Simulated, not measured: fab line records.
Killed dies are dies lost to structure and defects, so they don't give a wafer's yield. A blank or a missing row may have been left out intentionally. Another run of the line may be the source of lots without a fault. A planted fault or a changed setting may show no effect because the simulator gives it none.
Shared-tool check	flow sky130	Sample size 12 lots and 36 wafers

== REASON IT WAS OPENED ==
Of 12 lots, 2 have the reading VT_ADJUST_LVTN_TW flagged at SKY_VT_ADJUST_LVTN_TW_MEAS_10. Fault-free wafers read 239.4, with a standard deviation of 1.4.
Rule: a lot is flagged in two cases, either no wafer of it has a number, or all its wafers with numbers fall more than 4 standard deviations from that mean. All remaining lots are regarded as sound.

lot	measured	on	VT_ADJUST_LVTN_TW, wafer by wafer	flag
L184	day 7 08:28	film-metro-01	240.4 240.5 241.5	
L185	day 7 17:16	film-metro-02	239.9 238.5 241.0	
L186	day 7 21:29	film-metro-01	239.1 239.8 240.0	
L187	day 8 07:36	film-metro-01	240.5 240.7 240.3	
L188	day 8 12:40	film-metro-02	239.5 239.4 239.7	
L190	day 9 00:59	film-metro-04	240.6 241.4 240.2	
L191	day 9 03:12	film-metro-04	240.6 240.3 240.0	
L192	day 9 15:14	film-metro-02	241.7 238.6 239.8	
L201	day 12 01:58	film-metro-01	266.6 267.8 267.8	FLAGGED
L202	day 12 06:11	film-metro-01	266.3 266.0 268.5	FLAGGED
L203	day 12 12:51	film-metro-02	238.0 237.3 237.9	
L205	day 13 08:05	film-metro-02	237.9 238.1 238.4	
The numbers of the flagged lots are 267.2 on average: +27.8 against the usual, or +20 standard deviations.

== EACH LOT AND THE TOOL IT RAN ON ==
Before the reading, the record contains 2 process steps out of a 708-step route. Every cell lists first the tool, next ch and the chambers used by the sampled wafers, and last the start.
lot	flag	SKY_PWDE_STRIP_09	SKY_VT_ADJUST_LVTN_IMPLANT_08
L184		plasma-asher-02 ch 0,1, day 4 05:39	implanter-02 ch 0, day 7 08:13
L185		plasma-asher-04 ch 0,1, day 4 11:38	implanter-01 ch 0, day 7 17:02
L186		plasma-asher-03 ch 0,1, day 4 17:50	implanter-01 ch 0, day 7 21:14
L187		plasma-asher-02 ch 0, day 5 02:09	implanter-04 ch 0, day 8 07:21
L188		plasma-asher-02 ch 0,1, day 5 06:05	implanter-02 ch 0, day 8 12:26
L190		plasma-asher-02 ch 0, day 5 16:24	implanter-02 ch 0, day 9 00:44
L191		plasma-asher-03 ch 0,1, day 5 18:51	implanter-02 ch 0, day 9 02:58
L192		plasma-asher-02 ch 0,1, day 6 05:15	implanter-01 ch 0, day 9 14:59
L201	FLAGGED	plasma-asher-03 ch 0,1, day 8 05:39	implanter-02 ch 0, day 12 01:43
L202	FLAGGED	plasma-asher-03 ch 0,1, day 8 11:12	implanter-02 ch 0, day 12 05:56
L203		plasma-asher-02 ch 0,1, day 8 16:05	implanter-04 ch 0, day 12 12:37
L205		plasma-asher-03 ch 0,1, day 9 09:39	implanter-04 ch 0, day 13 07:50
What these steps do:
- SKY_PWDE_STRIP_09: strips in O2/N2.
- SKY_VT_ADJUST_LVTN_IMPLANT_08
- SKY_VT_ADJUST_LVTN_TW_MEAS_10

== FLAGGED AGAINST TOTAL, ONE TOOL AT A TIME (gauges that did the reading follow at the end) ==
step	tool	lots run	flagged	share of the flagged lots	sound lots run after its first flagged lot
SKY_PWDE_STRIP_09	plasma-asher-02	6	0	none	-
SKY_PWDE_STRIP_09	plasma-asher-03	5	2	all	1 (L205)
SKY_PWDE_STRIP_09	plasma-asher-04	1	0	none	-
SKY_VT_ADJUST_LVTN_IMPLANT_08	implanter-01	3	0	none	-
SKY_VT_ADJUST_LVTN_IMPLANT_08	implanter-02	6	2	all	0
SKY_VT_ADJUST_LVTN_IMPLANT_08	implanter-04	3	0	none	-
SKY_VT_ADJUST_LVTN_TW_MEAS_10	film-metro-01	5	2	all	0
SKY_VT_ADJUST_LVTN_TW_MEAS_10	film-metro-02	5	0	none	-
SKY_VT_ADJUST_LVTN_TW_MEAS_10	film-metro-04	2	0	none	-

== THE TABLE: WHAT IT ALLOWS ==
All flagged lots were run by 3 table rows, namely plasma-asher-03 at SKY_PWDE_STRIP_09, implanter-02 at SKY_VT_ADJUST_LVTN_IMPLANT_08, film-metro-01 at SKY_VT_ADJUST_LVTN_TW_MEAS_10.
- plasma-asher-03 at SKY_PWDE_STRIP_09: 2 of its 5 lots flagged. Lots that were sound ran on it after the first flagged one (L205); a persistent fault on the entire tool would not allow that.
- implanter-02 at SKY_VT_ADJUST_LVTN_IMPLANT_08: 2 of its 6 lots flagged. Its last sound lot is L191 (day 9 02:58), its first flagged lot L201 (day 12 01:43): a fault that began between those two fits. Its own readings (dose-ions-cm2, faraday-current-uA) fall more than 4 standard deviations out on all wafers of the flagged lots.
- film-metro-01 at SKY_VT_ADJUST_LVTN_TW_MEAS_10: 2 of its 5 lots flagged. Its last sound lot is L187 (day 8 07:36), its first flagged lot L201 (day 12 01:58): a fault that began between those two fits.
These 2 tools cannot be told apart by counting lots, since each of them fits a fault that started at some hour. More lots, or a look at what each step does to the wafer, might.

== WHAT HAD BEEN PUT IN BY THE SIMULATOR ==
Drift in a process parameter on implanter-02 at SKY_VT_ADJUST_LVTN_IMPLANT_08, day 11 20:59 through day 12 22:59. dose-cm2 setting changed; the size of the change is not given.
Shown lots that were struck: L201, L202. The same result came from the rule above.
